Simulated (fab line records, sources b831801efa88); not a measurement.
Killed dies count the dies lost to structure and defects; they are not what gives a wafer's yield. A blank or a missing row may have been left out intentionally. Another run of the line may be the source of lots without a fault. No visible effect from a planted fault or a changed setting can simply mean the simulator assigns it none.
Which tool is to blame?    flow gf180mcu    6 lots, 18 wafers sampled, at 3 steps of a route of 602

== WHAT THE GAUGES READ, wafer by wafer ==
GF_V4_CD_MEAS_14 targets a cd of 260 nm.
lot   measured      on         cd nm (nm)
L942  day 24 21:42  cd sem-02  258.3 258.5 259.5
L948  day 27 00:31  cd sem-01  259.0 258.6 259.5
L950  day 27 18:54  cd sem-01  258.8 258.0 259.1
L952  day 28 07:08  cd sem-01  246.9 248.3 247.3
L954  day 28 20:34  cd sem-01  249.5 250.6 248.6
L962  day 31 04:35  cd sem-01  260.3 259.8 260.1

== WHAT TOOL EACH LOT RAN ON (gives the tool, then ch and the chambers of the sampled wafers, and finally the start) ==
lot   GF_M4_STRIP_17                        GF_V4_PEB_12
L942  plasma asher-01 ch 0,1, day 23 22:39  litho track-01 ch 0, day 24 21:21
L948  plasma asher-04 ch 0,1, day 26 02:58  litho track-04 ch 0, day 27 00:10
L950  plasma asher-01 ch 0,1, day 26 21:08  litho track-02 ch 0, day 27 18:35
L952  plasma asher-02 ch 0,1, day 27 09:56  litho track-02 ch 0, day 28 06:48
L954  plasma asher-01 ch 1, day 27 23:25    litho track-02 ch 0, day 28 20:13
L962  plasma asher-04 ch 0,1, day 30 08:57  litho track-04 ch 0, day 31 04:14
- GF_M4_STRIP_17: strips in O2/N2.
- GF_V4_PEB_12: peb time 90 s.

== THE ANSWER, worked out from the rows above alone ==
Rule: the lots themselves supply what counts as usual. The widest of any qualifying gaps counts: lots, ordered by their means at a reading, are off when they make up no more than a third of the lots, leave a main group of 4 or more, and stand apart from it by 3 or more times the standard deviation of that group's means. A main group whose means are all the same, to the digits that the tables above print for the reading, isn't used. A lot without any number at a reading at which 4 lots or more have one is off too. Any other lot the step has rows for is counted as sound.
Off at GF_V4_CD_MEAS_14 (cd nm): L952, L954. The main group: mean 259.1 nm, standard deviation 0.56.
If a tool, at a process step before that reading, ran all the lots that are off and no sound lot after the first of them, it fits. Gauges at GF_V4_CD_MEAS_14: tried the same way as those tools. One candidate fits, namely litho track-02 at GF_V4_PEB_12. Its last sound lot is L950 (day 27 18:35), its first lot that is off L952 (day 28 06:48): a fault that began between those two fits.

== WHAT HAD BEEN PUT IN BY THE SIMULATOR ==
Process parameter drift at GF_V4_PEB_12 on litho track-02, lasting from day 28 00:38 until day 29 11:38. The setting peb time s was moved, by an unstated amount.
Struck lots among those shown: L952, L954. The rule above found the same.
